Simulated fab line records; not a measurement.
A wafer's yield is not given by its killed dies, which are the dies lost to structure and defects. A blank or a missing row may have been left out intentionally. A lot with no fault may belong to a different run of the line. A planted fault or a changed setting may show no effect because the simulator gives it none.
Chamber matching + flow gf180mcu + GF_V3_CVD_02 on pecvd-02 has 3 sister chambers
The step deposits SiO2 from TEOS, target thk 850 nm, time 94.851 s. 6 wafers are shown with their chamber, then 7 later ones without.

## WAFERS, EACH WITH ITS CHAMBER
| wafer  | chamber | heater power w (W) | rf fwd power W (W) |
|--------|---------|--------------------|--------------------|
| L084.4 | 0       | 741                | 595.0              |
| L086.1 | 0       | 764                | 597.6              |
| L094.3 | 2       | 836                | 591.6              |
| L094.5 | 1       | 604                | 593.5              |
| L095.2 | 2       | 776                | 592.9              |
| L095.3 | 1       | 721                | 593.2              |

## WAFERS WITHOUT THEIR CHAMBER
| wafer  | heater power w (W) | rf fwd power W (W) |
|--------|--------------------|--------------------|
| L095.5 | 784                | 595.3              |
| L096.3 | 824                | 596.9              |
| L096.5 | 657                | 597.4              |
| L096.6 | 637                | 598.3              |
| L097.1 | 770                | 592.0              |
| L097.2 | 679                | 598.5              |
| L097.6 | 695                | 596.9              |

## THE CHAMBER EACH PASSED THROUGH
| wafer  | from the rows above          | in truth                   |
|--------|------------------------------|----------------------------|
| L095.5 | can't be placed: 0 or 2 or 1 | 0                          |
| L096.3 | 0                            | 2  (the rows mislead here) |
| L096.5 | can't be placed: 0 or 1      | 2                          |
| L096.6 | can't be placed: 0 or 1      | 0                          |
| L097.1 | can't be placed: 2 or 1      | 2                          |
| L097.2 | 0                            | 0                          |
| L097.6 | can't be placed: 0 or 1      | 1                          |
Placed correctly: 1 of 7. Can't be placed from these rows: 5 (the true chamber is among the candidates in 4). Placed wrongly: 1.
How it was worked out, from the rows above alone: a wafer's distance from a chamber is the root of the sum, over the readings, of the square of ((its reading less the chamber's mean) divided by the reading's scatter). If the next closest chamber is less than 2 further off than the closest, the wafer can't be placed; otherwise it belongs to the closest. The mean given for a chamber averages the wafers shown for that chamber. The scatter: the root of (the sum of the squares of (reading less its chamber's mean) over the shown wafers, divided by (wafers less chambers)).
